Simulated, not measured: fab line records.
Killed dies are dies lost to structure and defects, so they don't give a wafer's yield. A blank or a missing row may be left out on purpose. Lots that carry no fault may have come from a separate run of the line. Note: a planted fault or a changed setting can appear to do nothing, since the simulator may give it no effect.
Tool commonality check | flow sky130 | Lots sampled 11, wafers sampled 33

## WHY THIS WAS OPENED
2 of 11 lots carry a flag on the reading SPACER_CVD_00_THK at SKY_SPACER_THK_MEAS_01. Wafers without a fault read 43.1 nm, standard deviation 0.35.
Rule: flag the lot when none of its wafers has a number, or when each of its wafers that has one lies beyond 4 standard deviations from that mean. The other lots count as sound.

lot  | measured     | on           | SPACER_CVD_00_THK (nm), wafer by wafer | flag
L353 | day 22 12:26 | filmMetro-03 | 42.6 42.8 42.7                         | 
L354 | day 23 07:36 | filmMetro-03 | 42.8 42.5 42.5                         | 
L355 | day 23 11:34 | filmMetro-03 | 42.4 42.8 42.7                         | 
L358 | day 24 17:01 | filmMetro-04 | 43.1 43.2 42.7                         | 
L361 | day 26 00:25 | filmMetro-03 | 43.4 43.7 43.6                         | 
L363 | day 26 11:39 | filmMetro-03 | 43.0 43.2 42.8                         | 
L364 | day 26 23:41 | filmMetro-03 | 39.9 39.8 40.0                         | FLAGGED
L365 | day 27 05:56 | filmMetro-01 | 39.9 40.0 40.2                         | FLAGGED
L374 | day 30 01:47 | filmMetro-03 | 43.6 43.4 43.2                         | 
L375 | day 30 05:06 | filmMetro-04 | 43.3 43.2 43.4                         | 
L376 | day 30 12:36 | filmMetro-01 | 42.5 43.0 42.8                         | 
On average the flagged lots' numbers are 40.0 nm, which is -3.1 nm against the usual, or -9 standard deviations.

## WHICH TOOL EACH LOT WENT THROUGH
The record holds 1 process step before the reading, out of a route of 708 steps. Every cell lists first the tool, next ch and the chambers used by the sampled wafers, and last the start.
lot  | flag    | SKY_SPACER_CVD_00
L353 |         | lpcvd-02 ch 0, day 22 11:13
L354 |         | lpcvd-02 ch 1, day 23 06:23
L355 |         | lpcvd-02 ch 0, day 23 10:21
L358 |         | lpcvd-02 ch 0, day 24 15:47
L361 |         | lpcvd-02 ch 0, day 25 23:12
L363 |         | lpcvd-02 ch 1, day 26 10:27
L364 | FLAGGED | lpcvd-02 ch 1, day 26 22:28
L365 | FLAGGED | lpcvd-02 ch 1, day 27 04:43
L374 |         | lpcvd-02 ch 1, day 30 00:34
L375 |         | lpcvd-02 ch 0, day 30 03:54
L376 |         | lpcvd-02 ch 0, day 30 11:23
What these steps do:
- SKY_SPACER_CVD_00: deposits Si3N4 from DCS/NH3, target thk 43.1 nm, time 740 s.
- SKY_SPACER_THK_MEAS_01

## FLAGGED OVER TOTAL, TOOL BY TOOL (the gauges that took the reading come last)
step                   | tool         | lots run | flagged | share of the flagged lots | sound lots run after its first flagged lot
SKY_SPACER_CVD_00      | lpcvd-02     | 11       | 2       | all                       | 3 (L374,L375,L376)
SKY_SPACER_THK_MEAS_01 | filmMetro-01 | 2        | 1       | some                      | 1 (L376)
SKY_SPACER_THK_MEAS_01 | filmMetro-03 | 7        | 1       | some                      | 1 (L374)
SKY_SPACER_THK_MEAS_01 | filmMetro-04 | 2        | 0       | none                      | -

## WHAT THE TABLE PERMITS
Rows of the table that ran each flagged lot: 1, that is lpcvd-02 at SKY_SPACER_CVD_00.
- lpcvd-02 at SKY_SPACER_CVD_00 ran 11 lots, 2 of them flagged. Lots that were sound ran on it after the first flagged one (L374, L375, L376); a persistent fault on the entire tool would not allow that. Its own readings lie more than 4 standard deviations out on every wafer of the flagged lots: susceptorTempC.
Every row of the table either missed a flagged lot or ran a sound lot after the first.

## WHAT THE SIMULATOR HAD INSERTED
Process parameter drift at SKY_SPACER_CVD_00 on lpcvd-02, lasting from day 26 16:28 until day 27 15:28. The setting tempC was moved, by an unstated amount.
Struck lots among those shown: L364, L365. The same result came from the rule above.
